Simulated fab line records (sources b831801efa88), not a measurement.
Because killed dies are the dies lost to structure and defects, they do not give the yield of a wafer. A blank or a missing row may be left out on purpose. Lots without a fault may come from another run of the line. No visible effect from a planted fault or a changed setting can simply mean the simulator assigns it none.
The tool behind it: which one?    flow gf180mcu    Sampling: 24 lots, 72 wafers, 6 of 602 route steps

WHAT THE GAUGES SHOWED, per wafer
GF_V5_CD_MEAS_14 targets a cd of 260 nm.
lot   measured      on         cd_nm (nm)
L074  day 27 00:50  cd_sem-02  258.4 260.0 258.4
L075  day 27 12:50  cd_sem-01  259.8 260.7 259.3
L076  day 27 21:55  cd_sem-01  260.4 260.8 261.4
L077  day 28 04:02  cd_sem-02  260.7 262.6 262.1
L078  day 28 08:44  cd_sem-02  261.5 262.2 261.2
L079  day 28 19:41  cd_sem-01  260.9 261.8 262.5
L080  day 29 03:12  cd_sem-01  260.0 259.0 260.5
L081  day 29 13:28  cd_sem-01  260.8 262.9 261.5
L082  day 29 17:35  cd_sem-01  260.8 259.8 259.9
L083  day 30 04:36  cd_sem-01  258.9 257.4 258.1
L084  day 30 10:19  cd_sem-01  260.4 260.1 261.1
L085  day 30 12:53  cd_sem-02  258.5 259.9 260.0
L086  day 30 20:44  cd_sem-02  259.2 259.3 259.4
L087  day 31 02:57  cd_sem-01  259.4 261.2 259.6
L088  day 31 07:12  cd_sem-02  261.8 260.8 260.4
L089  day 31 13:35  cd_sem-02  261.7 261.7 260.3
L090  day 31 21:15  cd_sem-02  259.1 259.9 260.0
L091  day 32 04:17  cd_sem-02  261.7 262.0 261.8
L092  day 32 08:08  cd_sem-02  258.0 258.7 259.5
L093  day 32 17:31  cd_sem-02  257.2 257.0 257.7
L094  day 32 23:59  cd_sem-02  261.2 260.3 260.4
L095  day 33 05:11  cd_sem-02  261.9 261.7 261.0
L096  day 33 11:31  cd_sem-02  260.2 260.7 262.9
L097  day 33 10:50  cd_sem-02  261.0 261.6 261.3

GF_PASSIVATION_THK_MEAS_01.
lot   measured      on             PASSIVATION_CVD_00_THK (nm)
L074  day 27 23:20  film_metro-04  992 994 1018
L075  day 28 11:17  film_metro-04  979 985 984
L076  day 28 19:50  film_metro-04  990 1007 1015
L077  day 29 01:20  film_metro-03  993 1008 1009
L078  day 29 06:23  film_metro-01  992 986 998
L079  day 29 16:48  film_metro-01  989 999 1010
L080  day 30 00:00  film_metro-01  986 978 991
L081  day 30 10:59  film_metro-04  985 994 996
L082  day 30 16:43  film_metro-01  985 984 1002
L083  day 31 01:23  film_metro-03  993 984 1001
L084  day 31 07:41  film_metro-04  977 998 998
L085  day 31 09:14  film_metro-01  988 999 1000
L086  day 31 16:53  film_metro-01  979 982 1001
L087  day 31 23:44  film_metro-04  1003 1005 1001
L088  day 32 03:09  film_metro-04  982 996 990
L089  day 32 09:26  film_metro-01  970 986 987
L090  day 32 16:44  film_metro-03  998 1002 1009
L091  day 32 23:32  film_metro-01  997 1006 1012
L092  day 33 02:41  film_metro-01  984 998 997
L093  day 33 12:03  film_metro-03  980 987 976
L094  day 33 18:40  film_metro-03  976 979 991
L095  day 33 22:50  film_metro-04  987 1001 992
L096  day 34 05:12  film_metro-04  978 991 1008
L097  day 34 04:55  film_metro-03  985 1006 1001

WHAT TOOL EACH LOT RAN ON (gives the tool, then ch and the chambers of the sampled wafers, and finally the start)
lot   GF_V3_CVD_23                   GF_MIM_SPUTTER_03             GF_MIM_SPUTTER_07             GF_V5_SPUTTER_22
L074  cvd_w-02 ch 0,1, day 22 06:24  pvd_sputter-03, day 24 07:48  pvd_sputter-02, day 24 07:57  pvd_sputter-01, day 27 01:44
L075  cvd_w-02 ch 0,1, day 22 19:46  pvd_sputter-04, day 24 20:46  pvd_sputter-02, day 24 20:55  pvd_sputter-01, day 27 13:44
L076  cvd_w-01 ch 0,1, day 23 05:48  pvd_sputter-03, day 25 05:55  pvd_sputter-04, day 25 06:04  pvd_sputter-04, day 27 22:50
L077  cvd_w-02 ch 1, day 23 13:22    pvd_sputter-04, day 25 13:09  pvd_sputter-02, day 25 13:19  pvd_sputter-04, day 28 04:56
L078  cvd_w-01 ch 0,1, day 23 19:04  pvd_sputter-03, day 25 18:04  pvd_sputter-04, day 25 18:13  pvd_sputter-04, day 28 09:38
L079  cvd_w-01 ch 0,1, day 24 08:02  pvd_sputter-04, day 26 06:27  pvd_sputter-02, day 26 06:37  pvd_sputter-01, day 28 20:38
L080  cvd_w-02 ch 0,1, day 24 15:27  pvd_sputter-04, day 26 13:01  pvd_sputter-02, day 26 13:10  pvd_sputter-04, day 29 04:05
L081  cvd_w-01 ch 0,1, day 25 02:41  pvd_sputter-03, day 27 00:23  pvd_sputter-02, day 27 00:32  pvd_sputter-01, day 29 14:22
L082  cvd_w-02 ch 0, day 25 08:33    pvd_sputter-04, day 27 05:52  pvd_sputter-03, day 27 06:01  pvd_sputter-01, day 29 18:31
L083  cvd_w-01 ch 0,1, day 25 20:34  pvd_sputter-02, day 27 17:17  pvd_sputter-04, day 27 17:26  pvd_sputter-01, day 30 05:34
L084  cvd_w-02 ch 0,1, day 26 01:22  pvd_sputter-03, day 27 23:13  pvd_sputter-04, day 27 23:22  pvd_sputter-01, day 30 11:17
L085  cvd_w-02 ch 0,1, day 26 06:46  pvd_sputter-02, day 28 02:45  pvd_sputter-04, day 28 02:54  pvd_sputter-03, day 30 13:47
L086  cvd_w-02 ch 0,1, day 26 14:26  pvd_sputter-04, day 28 11:32  pvd_sputter-03, day 28 11:41  pvd_sputter-04, day 30 21:58
L087  cvd_w-01 ch 0,1, day 26 21:08  pvd_sputter-02, day 28 17:10  pvd_sputter-04, day 28 17:21  pvd_sputter-03, day 31 04:13
L088  cvd_w-01 ch 0,1, day 27 02:50  pvd_sputter-03, day 28 22:47  pvd_sputter-04, day 28 22:57  pvd_sputter-01, day 31 08:05
L089  cvd_w-02 ch 0,1, day 27 11:52  pvd_sputter-04, day 29 06:14  pvd_sputter-04, day 29 06:23  pvd_sputter-04, day 31 14:29
L090  cvd_w-01 ch 0,1, day 27 18:04  pvd_sputter-03, day 29 12:48  pvd_sputter-02, day 29 12:57  pvd_sputter-03, day 31 22:29
L091  cvd_w-02 ch 0,1, day 28 02:39  pvd_sputter-02, day 29 21:28  pvd_sputter-03, day 29 21:37  pvd_sputter-04, day 32 05:11
L092  cvd_w-01 ch 0,1, day 28 09:21  pvd_sputter-02, day 30 01:52  pvd_sputter-03, day 30 02:01  pvd_sputter-04, day 32 09:02
L093  cvd_w-01 ch 0,1, day 28 17:50  pvd_sputter-03, day 30 12:22  pvd_sputter-04, day 30 12:32  pvd_sputter-03, day 32 18:21
L094  cvd_w-01 ch 0,1, day 29 00:50  pvd_sputter-02, day 30 19:48  pvd_sputter-03, day 30 19:58  pvd_sputter-03, day 33 00:53
L095  cvd_w-01 ch 1, day 29 07:18    pvd_sputter-02, day 31 00:24  pvd_sputter-03, day 31 00:33  pvd_sputter-01, day 33 06:05
L096  cvd_w-01 ch 0,1, day 29 13:56  pvd_sputter-02, day 31 07:52  pvd_sputter-04, day 31 08:01  pvd_sputter-03, day 33 12:23
L097  cvd_w-02 ch 0,1, day 29 14:50  pvd_sputter-04, day 31 07:38  pvd_sputter-03, day 31 07:48  pvd_sputter-01, day 33 11:44
- GF_V3_CVD_23: deposits W, target thk 350 nm, time 104.9 s.
- GF_MIM_SPUTTER_03: material Ti, target thk 10 nm, time 6.7 s.
- GF_MIM_SPUTTER_07: material TiN, target thk 60 nm, time 50 s.
- GF_V5_SPUTTER_22: material TiN, target thk 10 nm, time 40 s.

AS READ BY THE TOOLS THEMSELVES (means over the sampled wafers that have a number; for cases with no such wafer, the mark the record gives instead)
GF_V3_CVD_23.
lot   tool      heater_power_w (W)
L074  cvd_w-02  867
L075  cvd_w-02  838
L076  cvd_w-01  883
L077  cvd_w-02  900
L078  cvd_w-01  886
L079  cvd_w-01  883
L080  cvd_w-02  836
L081  cvd_w-01  885
L082  cvd_w-02  797
L083  cvd_w-01  884
L084  cvd_w-02  830
L085  cvd_w-02  833
L086  cvd_w-02  834
L087  cvd_w-01  906
L088  cvd_w-01  888
L089  cvd_w-02  835
L090  cvd_w-01  882
L091  cvd_w-02  877
L092  cvd_w-01  881
L093  cvd_w-01  897
L094  cvd_w-01  883
L095  cvd_w-01  905
L096  cvd_w-01  892
L097  cvd_w-02  871

GF_MIM_SPUTTER_03.
lot   tool            throttle_valve_pct (%)
L074  pvd_sputter-03  29.0
L075  pvd_sputter-04  28.5
L076  pvd_sputter-03  30.5
L077  pvd_sputter-04  28.6
L078  pvd_sputter-03  29.5
L079  pvd_sputter-04  28.6
L080  pvd_sputter-04  30.0
L081  pvd_sputter-03  29.9
L082  pvd_sputter-04  31.1
L083  pvd_sputter-02  30.3
L084  pvd_sputter-03  29.3
L085  pvd_sputter-02  29.9
L086  pvd_sputter-04  28.4
L087  pvd_sputter-02  30.1
L088  pvd_sputter-03  29.7
L089  pvd_sputter-04  29.3
L090  pvd_sputter-03  29.9
L091  pvd_sputter-02  29.7
L092  pvd_sputter-02  29.9
L093  pvd_sputter-03  30.5
L094  pvd_sputter-02  29.9
L095  pvd_sputter-02  29.9
L096  pvd_sputter-02  30.6
L097  pvd_sputter-04  30.3

GF_MIM_SPUTTER_07.
lot   tool            throttle_valve_pct (%)
L074  pvd_sputter-02  29.9
L075  pvd_sputter-02  30.0
L076  pvd_sputter-04  31.0
L077  pvd_sputter-02  29.9
L078  pvd_sputter-04  28.6
L079  pvd_sputter-02  30.2
L080  pvd_sputter-02  30.8
L081  pvd_sputter-02  29.9
L082  pvd_sputter-03  29.6
L083  pvd_sputter-04  28.3
L084  pvd_sputter-04  31.0
L085  pvd_sputter-04  28.6
L086  pvd_sputter-03  30.1
L087  pvd_sputter-04  29.3
L088  pvd_sputter-04  30.8
L089  pvd_sputter-04  29.5
L090  pvd_sputter-02  30.0
L091  pvd_sputter-03  30.1
L092  pvd_sputter-03  30.0
L093  pvd_sputter-04  29.2
L094  pvd_sputter-03  29.9
L095  pvd_sputter-03  29.5
L096  pvd_sputter-04  29.2
L097  pvd_sputter-03  29.5

GF_V5_SPUTTER_22.
lot   tool            throttle_valve_pct (%)
L074  pvd_sputter-01  29.7
L075  pvd_sputter-01  30.3
L076  pvd_sputter-04  28.5
L077  pvd_sputter-04  30.2
L078  pvd_sputter-04  30.1
L079  pvd_sputter-01  30.9
L080  pvd_sputter-04  29.3
L081  pvd_sputter-01  30.1
L082  pvd_sputter-01  30.6
L083  pvd_sputter-01  30.2
L084  pvd_sputter-01  30.1
L085  pvd_sputter-03  30.1
L086  pvd_sputter-04  30.1
L087  pvd_sputter-03  29.4
L088  pvd_sputter-01  30.6
L089  pvd_sputter-04  29.4
L090  pvd_sputter-03  29.9
L091  pvd_sputter-04  30.1
L092  pvd_sputter-04  29.4
L093  pvd_sputter-03  30.5
L094  pvd_sputter-03  30.2
L095  pvd_sputter-01  29.4
L096  pvd_sputter-03  29.1
L097  pvd_sputter-01  30.1

THE ANSWER, worked out from the rows above alone
Rule: usual is defined by the lots themselves. The widest of any qualifying gaps counts: lots, ordered by their means at a reading, are off when they make up no more than a third of the lots, leave a main group of 4 or more, and stand apart from it by 3 or more times the standard deviation of that group's means. The tables above print the reading to a certain number of digits; a main group whose means all agree to those digits is not used. Also off: a lot with no number at a reading for which 4 or more lots have one. All remaining lots with rows at the step are treated as sound. After the gauges, taken in route order, come the tools' own readings; for these a lot's mean is taken, as printed above. At the first step where some lot is off, the reading lying furthest off is the one used; lots without a number count as furthest.
No lot is off on any of the readings shown, so nothing can be concluded from this.

WHAT THE SIMULATOR HAD INSERTED
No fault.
